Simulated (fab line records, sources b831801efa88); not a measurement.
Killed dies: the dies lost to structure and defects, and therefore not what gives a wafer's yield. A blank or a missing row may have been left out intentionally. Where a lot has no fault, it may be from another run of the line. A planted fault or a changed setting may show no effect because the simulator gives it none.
A lot that was struck, set against a sound lot    flow sfq line    41 out of 325 route steps
Sound: these wafers, L107.3, L107.4, L107.5. Struck: wafers L997.1, L997.2, L997.3. Last of all comes the cause.
For every step that has rows: the tool of each side, followed by ch and its chambers, followed by its first start. Under that, the readings that differ: sound wafers    struck wafers    difference of the means    sigmas: that difference in standard deviations of wafers without a fault.
alike: readings whose means differ by less than 2 such deviations, and words and numbers that are the same on both sides. not compared: withheld readings, readings that some wafer has no value for, bounds like >300 that may hide the same value, and numbers for which the record gives no deviation and whose values overlap.
A row with sigmas, a row that says differs or no value, or rows on one side alone: a step with any of these is where the two part. When numbers do not overlap yet have no deviation, they are printed without sigmas and do not part them. Lack of a reading on every wafer of one side parts them only where that side has two or more wafers.

first, 6 steps without rows for these wafers: SFQ_TRILAYER_C5_LITHO_COAT_156 (resist thk 62 nm); SFQ_TRILAYER_C5_LITHO_COAT_151 (resist thk 650 nm); SFQ_TRILAYER_C5_LITHO_SOFTBAKE_155; SFQ_TRILAYER_C5_LITHO_EXPOSE_152 (exposes mask C5, target cd 500 nm); SFQ_TRILAYER_C5_LITHO_PEB_154 (peb time 60 s); SFQ_TRILAYER_C5_LITHO_DEVELOP_153 (time 60 s).
SFQ_C5_OVL_MEAS_937:
  struck on overlay-01, day 70 13:01; sound on overlay-02, day 78 21:26
reading      sound   struck    difference  sigmas
C5_OVL (nm)  0 10 4  -5 -7 -8  -11         -2
then, 2 steps without rows for these wafers: SFQ_TRILAYER_C5_BARC_OPEN_VIA_ETCH_210 (etches BARC in O2, target depth 125 nm, time 41.7 s); SFQ_TRILAYER_C5_ETCH_VIA_ETCH_154 (etches SiO2 in CHF3, stops on Nb, target depth 84 nm).
SFQ_TRILAYER_C5_STRIP_STRIP_155: strips in O2.
  sound on rie metal-01 ch 0,1, day 78 21:44; struck on rie metal-01 ch 0,1, day 70 13:08
  alike: drypump motor current A, oes product au
  not compared: rf hours counter h
then, 2 steps without rows for these wafers: SFQ_TRILAYER_C5_STRIP_SOLV_CLEAN_156 (cleans in NMP, time 600 s); SFQ_TRILAYER_M6_DEP_PRE_CLEAN_158 (time 22.5 s).
SFQ_TRILAYER_M6_DEP_SPUTTER_157: material Nb, target thk 200 nm, time 133.3 s.
  struck on pvd sputter-03, day 70 13:56; sound on pvd sputter-04, day 78 22:21
reading                                              sound            struck             difference  sigmas
model.Nb_of_TRILAYER_M6_DEP_SPUTTER_157.thk nm (nm)  201 199.9 203.4  188.8 185.5 186.6  -14.5       
  alike: throttle valve pct
SFQ_M6_RS_MEAS_938: a four-point-probe measurement.
  struck on film metro-04, day 70 14:19; sound on film metro-02, day 78 22:29
reading            sound              struck             difference  sigmas
M6_NB_RS (ohm/sq)  0.886 0.892 0.875  0.942 0.958 0.954  +0.067      +10
  not compared: hold
then, 5 steps without rows for these wafers: SFQ_TRILAYER_M6_LITHO_COAT_159 (resist thk 600 nm); SFQ_TRILAYER_M6_LITHO_SOFTBAKE_163; SFQ_TRILAYER_M6_LITHO_EXPOSE_160 (exposes mask M6, target cd 500 nm); SFQ_TRILAYER_M6_LITHO_PEB_162 (peb time 58.65 s); SFQ_TRILAYER_M6_LITHO_DEVELOP_161 (time 60 s).
-- the record jumps here: 5 days lie between the struck wafers' starts before and after --
SFQ_M6_OVL_MEAS_940:
  struck on overlay-02, day 76 01:41; sound on overlay-02, day 83 00:43
  alike: M6_OVL
then, 1 step without rows for these wafers: SFQ_TRILAYER_M6_BARC_OPEN_METAL_ETCH_206 (etches BARC in O2, target depth 125 nm, time 41.7 s).
SFQ_TRILAYER_M6_ETCH_METAL_ETCH_162: etches Nb in Cl2/Ar, stops on SiO2, target depth 240 nm, time 120 s.
  sound on rie metal-04 ch 0,1, day 83 00:50; struck on rie metal-03 ch 0, day 76 01:51
reading                sound              struck             difference  sigmas
oes product au (a.u.)  0.902 0.895 0.902  0.865 0.854 0.858  -0.041      -7
  alike: drypump motor current A
  not compared: rf hours counter h
then, 2 steps without rows for these wafers: SFQ_TRILAYER_M6_STRIP_STRIP_163 (strips in O2); SFQ_TRILAYER_M6_STRIP_SOLV_CLEAN_164 (cleans in NMP, time 600 s).
SFQ_TRILAYER_I6_DEP_PECVD_165: deposits SiO2 from SiH4/N2O, time 111.11 s, target thk 500 nm.
  sound on pecvd-04 ch 1,2, day 83 01:41; struck on pecvd-04 ch 0,1,2, day 76 03:28
  alike: heater power w, throttle valve pct
SFQ_TRILAYER_I6_CMP_CMP_166: polishes SiO2.
  sound on cmp-02 ch 1,2, day 83 02:16; struck on cmp-02 ch 0,1,3, day 76 03:33
  alike: motor current A, slurry filter dp kPa, slurry flow ml min, time to endpoint s
SFQ_I6_BOW_MEAS_941:
  struck on film metro-03, day 76 06:33; sound on film metro-01, day 83 04:49
  alike: I6_BOW
then, 7 steps without rows for these wafers: SFQ_TRILAYER_I6_METRO_MEASURE_167; SFQ_TRILAYER_I6_VIA_LITHO_COAT_174 (resist thk 62 nm); SFQ_TRILAYER_I6_VIA_LITHO_COAT_169 (resist thk 650 nm); SFQ_TRILAYER_I6_VIA_LITHO_SOFTBAKE_173; SFQ_TRILAYER_I6_VIA_LITHO_EXPOSE_170 (exposes mask I6, target cd 700 nm); SFQ_TRILAYER_I6_VIA_LITHO_PEB_172 (peb time 60 s); SFQ_TRILAYER_I6_VIA_LITHO_DEVELOP_171 (time 60 s).
-- the record jumps here: 4 days lie between the struck wafers' starts before and after --
SFQ_I6_OVL_MEAS_942:
  struck on overlay-01, day 80 04:37; sound on overlay-01, day 83 08:21
  alike: I6_OVL
SFQ_TRILAYER_I6_VIA_BARC_OPEN_VIA_ETCH_235: etches BARC in O2, target depth 125 nm, time 43.26 s.
  sound on rie diel-02 ch 0,1, day 83 08:22; struck on rie diel-02 ch 1,2,3, day 80 04:39
  alike: drypump motor current A, oes product au
  not compared: rf hours counter h
SFQ_TRILAYER_I6_VIA_ETCH_VIA_ETCH_172: etches SiO2 in CHF3, stops on Nb, target depth 260 nm.
  sound on rie diel-02 ch 0,1, day 83 08:25; struck on rie diel-02 ch 1,2,3, day 80 04:41
reading                                              sound            struck             difference  sigmas
model.Nb_of_TRILAYER_M6_DEP_SPUTTER_157.thk nm (nm)  201 199.8 203.4  188.8 185.5 186.6  -14.4       
  alike: drypump motor current A, oes product au
SFQ_TRILAYER_I6_VIA_STRIP_STRIP_173: strips in O2.
  sound on rie metal-04 ch 0,1, day 83 08:44; struck on rie metal-04 ch 0,1, day 80 04:49
  alike: drypump motor current A, oes product au
  not compared: rf hours counter h
then, 2 steps without rows for these wafers: SFQ_TRILAYER_I6_VIA_STRIP_SOLV_CLEAN_174 (cleans in NMP, time 600 s); SFQ_TRILAYER_M7_DEP_PRE_CLEAN_176 (time 22.5 s).
-- the record jumps here: 9 days lie between the struck wafers' starts before and after --
SFQ_M8_BOW_MEAS_951:
  struck on film metro-02, day 89 11:49; sound on film metro-02, day 94 13:34
reading                  sound                 struck               difference  sigmas
model.etest.m6.ohm um    1.763 1.766 1.742     1.859 1.899 1.881    +0.123      
model.etest.i5.link ohm  2.256 2.262 2.238     2.355 2.367 2.366    +0.111      
model.etest.m6.ohm sq    0.8858 0.8908 0.8753  0.9429 0.9598 0.954  +0.0683     
model.etest.i6.link ohm  1.865 1.867 1.86      1.927 1.94 1.946     +0.074      
  alike: M8_BOW

## WHERE THEY PART
Last at SFQ_TRILAYER_M6_ETCH_METAL_ETCH_162 as far as this record goes, first at SFQ_C5_OVL_MEAS_937. Later steps at which nothing parts them and some readings are alike: SFQ_TRILAYER_I6_DEP_PECVD_165, SFQ_TRILAYER_I6_CMP_CMP_166, SFQ_I6_BOW_MEAS_941, SFQ_I6_OVL_MEAS_942, SFQ_TRILAYER_I6_VIA_BARC_OPEN_VIA_ETCH_235, SFQ_TRILAYER_I6_VIA_ETCH_VIA_ETCH_172, SFQ_TRILAYER_I6_VIA_STRIP_STRIP_173, SFQ_M8_BOW_MEAS_951.

WHY: what the simulator had put in
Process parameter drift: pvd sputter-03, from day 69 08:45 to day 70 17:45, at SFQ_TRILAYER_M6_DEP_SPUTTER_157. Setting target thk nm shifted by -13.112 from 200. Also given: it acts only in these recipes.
